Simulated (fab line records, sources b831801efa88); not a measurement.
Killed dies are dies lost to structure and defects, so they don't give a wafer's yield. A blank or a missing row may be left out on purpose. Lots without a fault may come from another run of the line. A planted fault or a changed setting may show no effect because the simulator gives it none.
fab line records | flow sky130
record lots=5 wafers=15 last_day=50
route steps=708 shown LDD_LDN@292 SPACER@304 POLY_CUT@307 SD_P@320 RES_XHIGH@332 SALICIDE@361 PAD_OPEN@708
lots that met no fault: from a run of the same line without faults
start_h: hours from the record's first day to the start of the lot's first wafer shown | wait_h: hours since the lot's step before | " the same as in the row above | L1.1+2: a row that stands for several wafers | - no value, or no start given | * or withheld: withheld | < > ~ a bound
route shown NAME@n: a module of which the file shows steps, and the number in the route of the first | usual: mean/standard deviation of fault-free wafers | same: alike in all rows | chamber/n: place in a boat | sites: the reading at each site | _std_site: their standard deviation | _edge_site: outer sites' mean less inner sites' | radius_mm: how far each site lies from the wafer's centre | mask NAME#n: copy n | behind: the tool/chamber that last shaped the wafer | hold: why the lot was held/for how many hours/how that ended | device: the transistor (n, p or np) that didn't switch | end of line: the same wafers' tests at the end of the route | a step without rows: its recipe alone | killed: dies lost to structure and defects at the first sort, not the wafer's yield | map: a wafer's dies, x killed, . not, _ none there
set.NAME: the setting as run; set.NAME@STEP: as run at that earlier step | model.NAME: the simulator's own value behind a step, which no gauge read
lots at some steps of the route; a table a step, a row a wafer
services: from which hour (start_h, from the record's first day; less than 0 if before it) a tool's chamber was out of use, for how many hours, and why
## steps
# step SKY_LDD_LDN_SOFTBAKE_03
# recipe temp_c=89.37 time_s=60 resist=NOVOLAK
# step SKY_LDD_LDN_EXPOSE_04
# recipe mask_id=LDNTM na=0.6 source_shape=conventional sigma_outer=0.6 polarization=unpolarized target_cd_nm=700 dose_mj=140
# step SKY_LDD_LDN_PEB_05
# recipe temp_c=withheld time_s=* resist=NOVOLAK
# step SKY_LDD_LDN_DEVELOP_06
# recipe resist=NOVOLAK developer=TMAH develop_time_s=60 dev_temp_c=23
# step SKY_LDD_LDN_OVL_MEAS_07
# usual LDD_LDN_OVL=-0.2/1.5
# columns lot.wafer tool chamber start_h wait_h LDD_LDN_OVL[nm]
L738.2 overlay-02 - 559.67 0.1 -0.4
L738.3 " - " " -0.7
L738.6 " - " " -0.3
L747.1 overlay-02 - 639.41 0.1 -2.5
L747.4 " - " " -1.7
L747.6 " - " " -0.9
L748.3 overlay-01 - 646.12 0.1 -0.8
L748.5 " - " " -2.0
L748.6 " - " " -2.5
L755.1 overlay-01 - 697.07 0.1 1.0
L755.4 " - " " 1.7
L755.6 " - " " 1.0
L756.1 overlay-02 - 708.16 0.1 -1.4
L756.4 " - " " -2.8
L756.6 " - " " -1.8
# step SKY_LDD_LDN_IMPLANT_08
# recipe species=As energy_kev=15 dose_cm2=1.25e+13 tilt_deg=withheld rotation_deg=23
# step SKY_LDD_LDN_IMPLANT_09
# recipe species=As energy_kev=15 dose_cm2=1.25e+13 tilt_deg=withheld rotation_deg=113
# step SKY_LDD_LDN_IMPLANT_10
# recipe species=As energy_kev=15 dose_cm2=1.25e+13 tilt_deg=withheld rotation_deg=203
# step SKY_LDD_LDN_IMPLANT_11
# recipe species=As energy_kev=15 dose_cm2=1.25e+13 tilt_deg=withheld rotation_deg=293
# step SKY_LDD_LDN_STRIP_12
# recipe chemistry=O2/N2 power_w=1400 pressure_mtorr=1500 platen_temp_c=withheld o2_flow_sccm=3000 n2_flow_sccm=300 overash_fraction=0.5
# usual drypump_motor_current_A=5.7/0.61 oes_product_au=0.715/0.0045 strip_time_to_endpoint_s=14.24/0.032
# columns lot.wafer tool chamber start_h wait_h drypump_motor_current_A oes_product_au rf_hours_counter_h strip_time_to_endpoint_s
L738.2 plasma_asher-04 1 560.30 0.1 6.1 0.720 42 14.22
L738.3 " 0 " " 6.7 0.721 - 14.23
L738.6 " 0 " " 6.7 0.710 - 14.19
L747.1 plasma_asher-03 1 640.05 0.1 5.5 0.715 21 14.27
L747.4 " 1 " " 5.5 0.722 - 14.24
L747.6 " 0 " " 5.1 0.718 - 14.25
L748.3 plasma_asher-04 0 646.77 0.1 6.7 0.713 - 14.27
L748.5 " 0 " " 6.7 0.721 - 14.24
L748.6 " 1 " " 6.1 0.717 - 14.24
L755.1 plasma_asher-04 1 697.70 0.1 6.1 0.721 56 14.25
L755.4 " 0 " " 6.7 0.710 - 14.29
L755.6 " 0 " " 6.7 0.718 - 14.18
L756.1 plasma_asher-03 0 708.80 0.1 5.1 0.709 25 14.20
L756.4 " 0 " " 5.1 0.718 - 14.19
L756.6 " 1 " " 5.5 0.727 - 14.26
# step SKY_LDD_LDN_TW_MEAS_13
# usual LDD_LDN_TW=1464/12
# columns lot.wafer tool chamber start_h wait_h LDD_LDN_TW
L738.2 film_metro-01 - 560.41 0.1 1464
L738.3 " - " " 1469
L738.6 " - " " 1466
L747.1 film_metro-01 - 640.15 0.1 1477
L747.4 " - " " 1478
L747.6 " - " " 1475
L748.3 film_metro-01 - 646.86 0.1 1495
L748.5 " - " " 1479
L748.6 " - " " 1475
L755.1 film_metro-04 - 697.80 0.1 1462
L755.4 " - " " 1459
L755.6 " - " " 1467
L756.1 film_metro-04 - 708.90 0.1 1461
L756.4 " - " " 1468
L756.6 " - " " 1477
# step SKY_LDD_LDN_CLEAN_14
# recipe chemistry=SC1/SC2 mix=1:4:20 temp_c=70 time_s=150 dry=n2_spin
# step SKY_SPACER_CVD_00
# recipe material=Si3N4 precursor=DCS/NH3 target_thk_nm=43.1 temp_c=770 time_s=740 pressure_mtorr=250
# usual pressure_mtorr=250.0/0.52 spike_tc_bottom_C=786.9/1.4 spike_tc_centre_C=770.2/1 spike_tc_lower_C=769.8/1 spike_tc_upper_C=769.3/1.1 susceptor_temp_C=770.0/0.35
# columns lot.wafer tool chamber start_h wait_h pressure_mtorr spike_tc_bottom_C spike_tc_centre_C spike_tc_lower_C spike_tc_upper_C susceptor_temp_C model.Si3N4_of_SPACER_CVD_00.thk_nm
L738.2 lpcvd-02 1 561.42 0.9 249.3 793.3 777.0 773.6 774.7 774.8 47.49
L738.3 " 1 " " 249.3 791.3 773.9 776.5 772.6 775.1 47.39
L738.6 " 1 " " 249.8 795.1 775.5 774.5 772.7 775.6 47.49
L747.1 lpcvd-02 1 640.26 0.0 250.1 787.1 770.1 768.7 769.7 769.6 43.7
L747.4 " 1 " " 249.9 786.2 769.0 769.2 768.6 770.6 43.52
L747.6 " 1 " " 250.1 785.3 768.6 771.3 768.5 770.4 43.38
L748.3 lpcvd-02 1 648.01 1.1 250.6 785.8 770.1 767.0 767.1 770.6 42.97
L748.5 " 1 " " 249.8 786.8 770.6 770.9 769.0 770.2 42.96
L748.6 " 1 " " 249.7 786.5 769.7 768.6 768.5 769.7 43.17
L755.1 lpcvd-02 0 697.91 0.0 250.3 787.4 771.6 771.8 769.2 770.5 42.73
L755.4 " 0 " " 250.6 787.2 769.7 772.0 770.1 770.7 42.88
L755.6 " 0 " " 251.1 789.9 770.7 769.6 769.3 770.3 43
L756.1 lpcvd-02 1 710.69 1.7 249.8 786.0 770.0 770.6 770.7 770.2 43.02
L756.4 " 1 " " 249.7 786.9 771.4 768.9 768.0 770.0 43.02
L756.6 " 1 " " 249.7 787.6 770.0 769.9 769.2 769.7 43.09
# step SKY_SPACER_THK_MEAS_01
# recipe reads=Si3N4_of_SPACER_CVD_00
# usual SPACER_CVD_00_THK=43.1/0.4
# columns lot.wafer tool chamber start_h wait_h SPACER_CVD_00_THK[nm]
L738.2 film_metro-02 - 562.63 0.0 47.5
L738.3 " - " " 47.4
L738.6 " - " " 47.5
L747.1 film_metro-02 - 641.47 0.0 43.6
L747.4 " - " " 43.5
L747.6 " - " " 43.4
L748.3 film_metro-04 - 649.84 0.0 43.0
L748.5 " - " " 43.0
L748.6 " - " " 43.1
L755.1 film_metro-02 - 699.12 0.0 42.8
L755.4 " - " " 42.9
L755.6 " - " " 43.0
L756.1 film_metro-02 - 711.89 0.0 43.0
L756.4 " - " " 43.0
L756.6 " - " " 43.1
# step SKY_SPACER_ETCHBACK_02
# recipe chemistry=CH3F/O2 target=Si3N4 stop_on=SiO2 source_w=400 bias_w=80 pressure_mtorr=25 ch3f_flow_sccm=40 O2_flow_sccm=30 time_s=46.7 target_depth_a=450
# usual drypump_motor_current_A=5.9/0.46 oes_product_au=0.855/0.0064 throttle_valve_pct=10.563/0.0092
# columns lot.wafer tool chamber start_h wait_h drypump_motor_current_A oes_product_au rf_hours_counter_h throttle_valve_pct model.etch.depth_nm
L738.2 rie_diel-03 2 562.68 0.0 5.4 0.906 3 10.582 47.49
L738.3 " 1 " " 5.0 0.903 1 10.560 47.39
L738.6 " 3 " " 5.5 0.907 - 10.565 47.49
L747.1 rie_diel-03 3 641.53 0.1 5.5 0.858 1 10.561 43.7
L747.4 " 2 " " 5.4 0.863 - 10.554 43.52
L747.6 " 0 " " 6.0 0.859 - 10.560 43.38
L748.3 rie_diel-03 3 649.88 0.0 5.5 0.854 2 10.562 42.97
L748.5 " 2 " " 5.4 0.854 - 10.557 42.96
L748.6 " 3 " " 5.5 0.864 - 10.559 43.17
L755.1 rie_diel-02 1 699.18 0.1 6.3 0.845 7 10.565 42.73
L755.4 " 3 " " 6.0 0.857 35 10.561 42.88
L755.6 " 3 " " 6.0 0.857 - 10.571 43
L756.1 rie_diel-04 2 711.95 0.1 5.6 0.857 5 10.581 43.02
L756.4 " 3 " " 6.2 0.856 3 10.551 43.02
L756.6 " 0 " " 6.4 0.856 - 10.561 43.09
# step SKY_POLY_CUT_DEHYDRATE_00
# recipe temp_c=200 time_s=60
# step SKY_POLY_CUT_HMDS_01
# recipe prime_time_s=60 prime_temp_c=120
# step SKY_POLY_CUT_COAT_02
# recipe resist=BARC temp_c=withheld time_s=withheld spin_rpm=3000 resist_thk_nm=60
# step SKY_POLY_CUT_COAT_03
# recipe resist=KrF-thick spin_rpm=3000 resist_thk_nm=450
# step SKY_POLY_CUT_SOFTBAKE_04
# recipe temp_c=100 time_s=90 resist=KrF-thick
# step SKY_POLY_CUT_EXPOSE_05
# recipe mask_id=NPCM na=0.8 source_shape=annular sigma_inner=0.55 sigma_outer=0.85 target_cd_nm=270 dose_mj=32
# step SKY_POLY_CUT_PEB_06
# recipe peb_temp_c=withheld peb_time_s=withheld resist=KrF-thick
# step SKY_POLY_CUT_DEVELOP_07
# recipe develop_time_s=60 resist=KrF-thick dev_temp_c=21
# step SKY_POLY_CUT_CD_MEAS_08
# recipe target_cd_nm=270
# usual cd_nm=270.5/1.5
# columns lot.wafer tool chamber start_h wait_h cd_nm
L738.2 cd_sem-01 - 592.15 - 272.2
L738.3 " - " " 273.0
L738.6 " - " " 271.9
L747.1 cd_sem-01 - 669.12 - 268.3
L747.4 " - " " 269.1
L747.6 " - " " 270.2
L748.3 cd_sem-02 - 678.51 - 272.0
L748.5 " - " " 273.3
L748.6 " - " " 272.9
L755.1 cd_sem-01 - 726.98 - 270.6
L755.4 " - " " 272.1
L755.6 " - " " 270.5
L756.1 cd_sem-01 - 739.18 - 271.3
L756.4 " - " " 271.4
L756.6 " - " " 272.4
# step SKY_POLY_CUT_OVL_MEAS_09
# usual POLY_CUT_OVL=-1/4.8
# columns lot.wafer tool chamber start_h wait_h POLY_CUT_OVL[nm]
L738.2 overlay-01 - 592.25 0.1 -6
L738.3 " - " " -5
L738.6 " - " " -8
L747.1 overlay-01 - 669.24 0.1 -4
L747.4 " - " " 1
L747.6 " - " " -6
L748.3 overlay-01 - 678.60 0.1 9
L748.5 " - " " 8
L748.6 " - " " 5
L755.1 overlay-01 - 727.10 0.1 -6
L755.4 " - " " 4
L755.6 " - " " -3
L756.1 overlay-02 - 739.30 0.1 -2
L756.4 " - " " -2
L756.6 " - " " -7
# step SKY_POLY_CUT_ETCH_10
# recipe chemistry=N2/H2 target=BARC ion_energy_ev=200 source_w=500 bias_w=100 pressure_mtorr=30 n2_flow_sccm=100 h2_flow_sccm=200 stop_on=SiO2 time_s=45.9 target_depth_a=600
# usual drypump_motor_current_A=5.6/0.39 oes_product_au=0.855/0.0052 throttle_valve_pct=13.225/0.0095
# columns lot.wafer tool chamber start_h wait_h drypump_motor_current_A oes_product_au rf_hours_counter_h throttle_valve_pct
L738.2 rie_diel-03 2 592.28 0.0 5.4 0.855 3 13.237
L738.3 " 1 " " 5.0 0.861 2 13.237
L738.6 " 1 " " 5.0 0.852 - 13.214
L747.1 rie_diel-03 0 669.27 0.0 6.0 0.857 5 13.232
L747.4 " 2 " " 5.4 0.844 5 13.225
L747.6 " 1 " " 5.0 0.857 - 13.224
L748.3 rie_diel-03 1 678.62 0.0 5.0 0.856 3 13.240
L748.5 " 3 " " 5.5 0.854 - 13.216
L748.6 " 0 " " 6.0 0.853 - 13.239
L755.1 rie_diel-01 2 727.13 0.0 5.4 0.864 9 13.207
L755.4 " 0 " " 5.6 0.857 46 13.227
L755.6 " 3 " " 5.6 0.855 - 13.219
L756.1 rie_diel-03 3 739.33 0.0 5.5 0.856 3 13.214
L756.4 " 0 " " 6.0 0.841 7 13.207
L756.6 " 1 " " 5.0 0.848 - 13.230
# step SKY_POLY_CUT_ETCH_11
# recipe target=Si3N4 chemistry=CF4/CH2F2/Ar stop_on=poly-Si source_w=593.1 bias_w=150 pressure_mtorr=40 cf4_flow_sccm=40 ch2f2_flow_sccm=20 Ar_flow_sccm=150 time_s=42.5 target_depth_a=600
# usual drypump_motor_current_A=5.6/0.39 oes_product_au=0.830/0.0058 throttle_valve_pct=14.995/0.0089
# columns lot.wafer tool chamber start_h wait_h drypump_motor_current_A oes_product_au rf_hours_counter_h throttle_valve_pct
L738.2 rie_diel-03 2 592.32 0.0 5.4 0.832 3 14.995
L738.3 " 1 " " 5.0 0.834 2 14.988
L738.6 " 1 " " 5.0 0.841 - 14.985
L747.1 rie_diel-03 0 669.31 0.0 6.0 0.825 5 14.994
L747.4 " 2 " " 5.4 0.831 5 15.000
L747.6 " 1 " " 5.0 0.826 - 14.996
L748.3 rie_diel-03 1 678.66 0.0 5.0 0.824 3 14.994
L748.5 " 3 " " 5.5 0.830 - 14.994
L748.6 " 0 " " 6.0 0.824 - 14.980
L755.1 rie_diel-01 2 727.17 0.0 5.4 0.827 9 14.988
L755.4 " 0 " " 5.6 0.844 46 14.991
L755.6 " 3 " " 5.6 0.836 - 15.001
L756.1 rie_diel-03 3 739.37 0.0 5.5 0.836 3 15.003
L756.4 " 0 " " 6.0 0.830 7 14.977
L756.6 " 1 " " 5.0 0.831 - 14.994
# step SKY_POLY_CUT_STRIP_12
# recipe chemistry=O2/N2 power_w=1400 pressure_mtorr=1500 platen_temp_c=withheld o2_flow_sccm=3000 n2_flow_sccm=300 overash_fraction=0.5
# usual drypump_motor_current_A=6.0/0.59 oes_product_au=0.452/0.004 strip_time_to_endpoint_s=5.360/0.016
# columns lot.wafer tool chamber start_h wait_h drypump_motor_current_A oes_product_au rf_hours_counter_h strip_time_to_endpoint_s
L738.2 plasma_asher-04 0 592.36 0.0 6.7 0.453 45 5.372
L738.3 " 0 " " 6.7 0.448 - 5.373
L738.6 " 0 " " 6.7 0.453 - 5.367
L747.1 plasma_asher-03 1 669.35 0.0 5.5 0.450 24 5.362
L747.4 " 0 " " 5.1 0.446 - 5.372
L747.6 " 1 " " 5.5 0.448 - 5.347
L748.3 plasma_asher-02 1 678.74 0.1 6.7 0.447 - 5.351
L748.5 " 1 " " 6.7 0.457 - 5.343
L748.6 " 0 " " 5.5 0.456 - 5.353
L755.1 plasma_asher-04 1 727.21 0.0 6.1 0.454 59 5.341
L755.4 " 0 " " 6.7 0.449 - 5.379
L755.6 " 1 " " 6.1 0.454 - 5.358
L756.1 plasma_asher-04 1 739.41 0.0 6.1 0.449 60 5.370
L756.4 " 0 " " 6.7 0.454 - 5.392
L756.6 " 1 " " 6.1 0.449 - 5.355
# step SKY_SD_P_DEHYDRATE_00
# recipe temp_c=200 time_s=60
# step SKY_SD_P_HMDS_01
# recipe prime_time_s=60 prime_temp_c=120
# step SKY_SD_P_COAT_02
# recipe resist=NOVOLAK spin_rpm=3000 resist_thk_nm=1140
# step SKY_SD_P_SOFTBAKE_03
# recipe temp_c=90 time_s=60 resist=NOVOLAK
# step SKY_SD_P_EXPOSE_04
# recipe mask_id=PSDM na=0.6 source_shape=conventional sigma_outer=0.6 polarization=unpolarized target_cd_nm=380 dose_mj=138
# step SKY_SD_P_PEB_05
# recipe temp_c=withheld time_s=* resist=NOVOLAK
# step SKY_SD_P_DEVELOP_06
# recipe resist=NOVOLAK developer=TMAH develop_time_s=60 dev_temp_c=23
# step SKY_SD_P_CD_MEAS_07
# recipe target_cd_nm=380
# usual cd_nm=381.0/2.4
# columns lot.wafer tool chamber start_h wait_h cd_nm
L738.2 cd_sem-01 - 621.17 0.1 380.7
L738.3 " - " " 381.6
L738.6 " - " " 381.3
L747.1 cd_sem-01 - 697.38 0.1 377.7
L747.4 " - " " 379.0
L747.6 " - " " 377.9
L748.3 cd_sem-02 - 706.35 0.1 379.1
L748.5 " - " " 378.2
L748.6 " - " " 378.4
L755.1 cd_sem-01 - 753.60 0.1 377.7
L755.4 " - " " 378.1
L755.6 " - " " 380.2
L756.1 cd_sem-02 - 765.05 0.2 384.4
L756.4 " - " " 382.7
L756.6 " - " " 383.2
# step SKY_SD_P_OVL_MEAS_08
# usual SD_P_OVL=-1.2/1.6
# columns lot.wafer tool chamber start_h wait_h SD_P_OVL[nm]
L738.2 overlay-01 - 621.28 0.1 -1.7
L738.3 " - " " -1.2
L738.6 " - " " -2.0
L747.1 overlay-02 - 697.50 0.1 -2.8
L747.4 " - " " -3.0
L747.6 " - " " -1.9
L748.3 overlay-01 - 706.45 0.1 -1.1
L748.5 " - " " -1.8
L748.6 " - " " -1.3
L755.1 overlay-02 - 753.72 0.1 -3.5
L755.4 " - " " -0.8
L755.6 " - " " -2.8
L756.1 overlay-02 - 765.17 0.1 -3.8
L756.4 " - " " -5.8
L756.6 " - " " -2.1
# step SKY_SD_P_IMPLANT_09
# recipe species=BF2 energy_kev=20 dose_cm2=3e+15 tilt_deg=0
# step SKY_SD_P_STRIP_10
# recipe chemistry=O2/N2 power_w=1400 pressure_mtorr=1500 platen_temp_c=withheld o2_flow_sccm=3000 n2_flow_sccm=300 overash_fraction=0.5
# usual drypump_motor_current_A=5.5/0.54 oes_product_au=0.617/0.0045 strip_time_to_endpoint_s=17.51/0.043
# columns lot.wafer tool chamber start_h wait_h drypump_motor_current_A oes_product_au rf_hours_counter_h strip_time_to_endpoint_s
L738.2 plasma_asher-02 1 621.46 0.1 6.7 0.608 91 17.52
L738.3 " 1 " " 6.7 0.619 - 17.49
L738.6 " 0 " " 5.5 0.616 - 17.56
L747.1 plasma_asher-02 0 697.68 0.1 5.5 0.621 99 17.57
L747.4 " 0 " " 5.5 0.608 - 17.59
L747.6 " 0 " " 5.5 0.613 - 17.54
L748.3 plasma_asher-01 0 706.65 0.1 5.4 0.629 - 17.51
L748.5 " 1 " " 5.0 0.612 - 17.52
L748.6 " 0 " " 5.4 0.611 - 17.51
L755.1 plasma_asher-03 1 753.91 0.1 5.5 0.614 30 17.51
L755.4 " 1 " " 5.5 0.619 - 17.55
L755.6 " 0 " " 5.0 0.615 - 17.53
L756.1 plasma_asher-01 1 765.35 0.1 5.0 0.618 98 17.50
L756.4 " 0 " " 5.4 0.615 - 17.58
L756.6 " 0 " " 5.4 0.619 - 17.51
# step SKY_SD_P_TW_MEAS_11
# usual SD_P_TW=2799/22
# columns lot.wafer tool chamber start_h wait_h SD_P_TW
L738.2 film_metro-01 - 621.57 0.1 2799
L738.3 " - " " 2818
L738.6 " - " " 2820
L747.1 film_metro-02 - 697.78 0.1 2795
L747.4 " - " " 2792
L747.6 " - " " 2789
L748.3 film_metro-03 - 706.74 0.1 2788
L748.5 " - " " 2791
L748.6 " - " " 2788
L755.1 film_metro-02 - 754.01 0.1 2786
L755.4 " - " " 2773
L755.6 " - " " 2787
L756.1 film_metro-02 - 765.45 0.1 2794
L756.4 " - " " 2794
L756.6 " - " " 2775
# step SKY_RES_XHIGH_DEHYDRATE_00
# recipe temp_c=200 time_s=60
# step SKY_RES_XHIGH_HMDS_01
# recipe prime_time_s=60 prime_temp_c=120
# step SKY_SALICIDE_CLEAN_00
# recipe chemistry=HF-last time_s=30 dilution=100:1 dry=ipa_marangoni
# columns lot.wafer tool chamber start_h wait_h model.Si3N4_of_SPACER_CVD_00.thk_nm
L738.2 wet_bench-02 1 679.31 0.1 46.51
L738.3 " 1 " " 46.4
L738.6 " 1 " " 46.5
L747.1 wet_bench-03 3 751.75 0.1 42.72
L747.4 " 3 " " 42.54
L747.6 " 3 " " 42.4
L748.3 wet_bench-01 0 761.77 0.1 41.98
L748.5 " 0 " " 41.97
L748.6 " 0 " " 42.18
L755.1 wet_bench-02 3 807.65 0.1 41.74
L755.4 " 3 " " 41.88
L755.6 " 3 " " 42.01
L756.1 wet_bench-02 3 819.77 0.1 42.03
L756.4 " 3 " " 42.04
L756.6 " 3 " " 42.1
# step SKY_PAD_OPEN_PROBE_99
# usual killed_at_M0_to_M3=44/7.9 killed_at_M4_up=3.1/2 killed_at_contacts=23/4.9 killed_at_front_end=15/3.9 killed_at_other=0.2/0.49 killed_dies=86/10 killed_open=47/7.1 killed_short=39/7.1
# same gross_dies=492 killed_at_back_side=0
# columns lot.wafer tool chamber start_h wait_h killed_at_M0_to_M3 killed_at_M4_up killed_at_contacts killed_at_front_end killed_at_other killed_dies killed_open killed_short model.etest.pfet_01v8.r_on_ohm_um model.etest.sonos_uncharged.r_on_ohm_um model.etest.pfet_01v8.drive_ua_um model.etest.pfet_01v8_hvt.drive_ua_um
L738.2 prober-02 - 1099.64 0.1 52 5 25 18 1 101 47 53 3133 843.6 173.9 129.2
L738.3 prober-02 - 1099.69 0.2 35 2 22 19 0 78 39 39 2967 810.4 185.8 138.6
L738.6 prober-02 - 1099.84 0.2 56 0 22 16 0 94 57 37 3083 822.6 179.6 133.3
L747.1 prober-01 - 1149.81 0.1 57 4 34 17 1 113 58 54 2944 817.8 186.9 139.7
L747.4 prober-01 - 1149.96 0.2 42 5 20 20 0 87 55 32 2931 827.8 187.5 139.8
L747.6 prober-01 - 1150.06 0.2 47 1 29 17 0 94 55 39 2890 807.5 194 145.1
L748.3 prober-02 - 1157.98 0.2 40 2 16 19 0 77 34 42 2812 810.5 201.2 148.7
L748.5 prober-02 - 1158.08 0.2 51 3 23 23 0 100 59 41 2799 809.1 199.9 149.4
L748.6 prober-02 - 1158.13 0.2 38 2 28 18 0 86 46 40 2826 809.1 198.6 149.4
L755.1 prober-01 - 1186.32 0.1 50 0 20 16 1 87 50 35 2884 802 193.6 143.9
L755.4 prober-01 - 1186.47 0.2 60 3 25 16 2 106 49 57 2956 828.6 187.7 139.9
L755.6 prober-01 - 1186.57 0.2 28 4 19 14 0 65 36 29 2946 822.5 186.7 140.2
L756.1 prober-02 - 1195.55 0.1 47 6 18 19 0 90 52 38 2895 844.5 192.8 143.1
L756.4 prober-02 - 1195.70 0.2 36 2 27 14 1 80 44 36 2810 823.5 201.6 150.8
L756.6 prober-02 - 1195.80 0.2 47 5 20 16 0 88 51 37 2823 806.2 201.3 150.4
# killed by level:class
L738.2 VIA1:geometric_particle:open=11 METAL1:geometric_particle:short=8 VIA3:geometric_particle:open=7 LI_CONTACT:geometric_particle:open=7 VIA2:geometric_particle:open=7 POLY_GATE:geometric_particle:short=6 CONTACT:geometric_particle:short=6 CONTACT:geometric_particle:open=5
L738.3 CONTACT:geometric_particle:open=7 VIA1:geometric_particle:short=7 FIELD_ISO:geometric_particle:open=6 CONTACT:geometric_particle:short=6 VIA3:geometric_particle:open=5 FIELD_ISO:geometric_particle:short=4 VIA2:geometric_particle:short=4 METAL2:geometric_particle:short=4
L738.6 VIA1:geometric_particle:open=13 VIA3:geometric_particle:open=11 VIA1:geometric_particle:short=9 CONTACT:geometric_particle:open=8 METAL1:geometric_particle:short=7 VIA2:geometric_particle:open=7 VIA2:geometric_particle:short=6 FIELD_ISO:geometric_particle:open=5
L747.1 VIA1:geometric_particle:open=13 VIA2:geometric_particle:open=10 LI_CONTACT:geometric_particle:open=9 CONTACT:geometric_particle:open=9 LOCAL_INTERCONNECT:geometric_particle:short=6 LI_CONTACT:geometric_particle:short=6 VIA2:geometric_particle:short=6 METAL2:geometric_particle:short=6
L747.4 VIA1:geometric_particle:open=15 CONTACT:geometric_particle:open=7 LI_CONTACT:geometric_particle:open=6 CONTACT:geometric_particle:short=6 VIA2:geometric_particle:open=6 FIELD_ISO:geometric_particle:short=5 POLY_GATE:geometric_particle:short=4 METAL2:geometric_particle:short=4
L747.6 VIA1:geometric_particle:open=16 CONTACT:geometric_particle:open=15 FIELD_ISO:geometric_particle:short=7 LI_CONTACT:geometric_particle:open=7 VIA1:geometric_particle:short=6 VIA2:geometric_particle:open=5 METAL1:geometric_particle:short=5 VIA3:geometric_particle:open=5
L748.3 VIA1:geometric_particle:open=10 POLY_GATE:geometric_particle:short=6 CONTACT:geometric_particle:open=6 FIELD_ISO:geometric_particle:short=5 METAL1:geometric_particle:short=5 LOCAL_INTERCONNECT:geometric_particle:short=5 VIA3:geometric_particle:short=5 VIA2:geometric_particle:open=4
L748.5 VIA1:geometric_particle:open=23 CONTACT:geometric_particle:open=8 VIA2:geometric_particle:open=8 POLY_GATE:geometric_particle:short=6 METAL2:geometric_particle:short=5 POLY_GATE:geometric_particle:open=4 LI_CONTACT:geometric_particle:short=4 LI_CONTACT:geometric_particle:open=4
L748.6 VIA1:geometric_particle:open=11 CONTACT:geometric_particle:open=9 LOCAL_INTERCONNECT:geometric_particle:short=7 VIA2:geometric_particle:open=6 VIA3:geometric_particle:open=5 SPACER:geometric_particle:short=5 METAL1:geometric_particle:short=5 LI_CONTACT:geometric_particle:open=4
L755.1 VIA3:geometric_particle:open=10 VIA2:geometric_particle:open=8 VIA1:geometric_particle:open=7 VIA1:geometric_particle:short=7 METAL1:geometric_particle:short=6 LOCAL_INTERCONNECT:geometric_particle:short=5 CONTACT:geometric_particle:short=5 CONTACT:geometric_particle:open=4
L755.4 METAL1:geometric_particle:short=12 CONTACT:geometric_particle:open=10 VIA3:geometric_particle:open=9 VIA1:geometric_particle:open=8 POLY_GATE:geometric_particle:short=8 VIA1:geometric_particle:short=7 VIA2:geometric_particle:open=6 CONTACT:geometric_particle:short=5
L755.6 CONTACT:geometric_particle:open=8 VIA3:geometric_particle:open=7 FIELD_ISO:geometric_particle:short=5 POLY_GATE:geometric_particle:open=4 LI_CONTACT:geometric_particle:open=4 LI_CONTACT:geometric_particle:short=4 METAL1:geometric_particle:short=4 VIA1:geometric_particle:open=4
L756.1 VIA3:geometric_particle:open=10 VIA1:geometric_particle:open=9 VIA2:geometric_particle:open=7 VIA1:geometric_particle:short=6 METAL3:geometric_particle:open=6 FIELD_ISO:geometric_particle:open=5 LOCAL_INTERCONNECT:geometric_particle:short=5 CONTACT:geometric_particle:short=5
L756.4 CONTACT:geometric_particle:open=12 VIA1:geometric_particle:open=7 METAL1:geometric_particle:short=6 FIELD_ISO:geometric_particle:open=5 CONTACT:geometric_particle:short=5 METAL3:geometric_particle:short=5 METAL2:geometric_particle:short=5 VIA2:geometric_particle:open=5
L756.6 FIELD_ISO:geometric_particle:open=10 VIA1:geometric_particle:open=9 VIA2:geometric_particle:open=8 LI_CONTACT:geometric_particle:open=7 VIA3:geometric_particle:open=7 METAL2:geometric_particle:short=6 METAL3:geometric_particle:short=6 CONTACT:geometric_particle:open=5
## services
# columns tool chamber start_h hours kind
rie_diel-03 - 577.24 0.5 repair
lpcvd-02 - 578.63 0.7 repair
rie_diel-01 - 593.50 1.2 repair
lpcvd-02 - 598.02 14.6 pm
wet_bench-02 - 608.85 4.4 repair
rie_diel-03 1 614.17 24.2 repair
plasma_asher-01 - 617.43 1.3 repair
rie_diel-03 1 639.47 10.1 repair
rie_diel-01 3 641.79 8.6 repair
lpcvd-02 - 643.90 2.8 pm
rie_diel-01 0 666.30 5.0 repair
plasma_asher-03 - 673.77 28.1 pm
rie_diel-01 2 676.36 3.9 repair
rie_diel-03 0 707.39 6.2 repair
rie_diel-03 3 716.67 3.8 repair
plasma_asher-02 - 733.75 9.0 pm
rie_diel-03 0 744.74 3.4 repair
rie_diel-03 0 753.20 2.8 repair
rie_diel-03 - 770.86 0.6 repair
lpcvd-02 - 779.53 2.9 repair
rie_diel-03 3 783.68 11.3 repair
rie_diel-03 3 800.81 5.6 repair
rie_diel-03 3 806.83 8.4 repair
plasma_asher-02 - 811.35 2.1 repair
## key
first_sign step=SKY_SPACER_CVD_00 reading=susceptor_temp_C direction=up sigmas=15 usual=* struck=*
effect step=SKY_SPACER_CVD_00 reading=spike_tc_centre_C direction=up sigmas=5.2 usual=770.2 struck=775.5
effect step=SKY_SPACER_THK_MEAS_01 reading=SPACER_CVD_00_THK direction=up sigmas=11 usual=43.1 struck=47.5
effect step=SKY_SPACER_ETCHBACK_02 reading=oes_product_au direction=up sigmas=7.9 usual=0.855 struck=0.905
model_effect step=SKY_SPACER_CVD_00 value=Si3N4_of_SPACER_CVD_00.thk_nm without=42.88 struck=47.45
model_effect step=SKY_SPACER_ETCHBACK_02 value=etch.depth_nm without=42.88 struck=47.45
model_effect step=SKY_SALICIDE_CLEAN_00 value=Si3N4_of_SPACER_CVD_00.thk_nm without=41.9 struck=46.47
model_effect step=SKY_PAD_OPEN_PROBE_99 value=etest.pfet_01v8.r_on_ohm_um without=2916 struck=3061
met_at SKY_SPACER_CVD_00
struck_wafers L738.2,L738.3,L738.6
tester_left_out L738
fault kind=process_parameter_drift tool=lpcvd-02 chamber=1 onset_h=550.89 steps=SKY_SPACER_CVD_00 channel=temp_c offset=* shape=step end_h=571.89 acts_in=* stated=*
# tester_left_out: of these lots the tester's yield and bins aren't shown, on N5 and GAA mostly nor the transistor test; their killed dies are dies lost to structure and defects alone, not to doping, threshold or leakage, so they don't give the yield
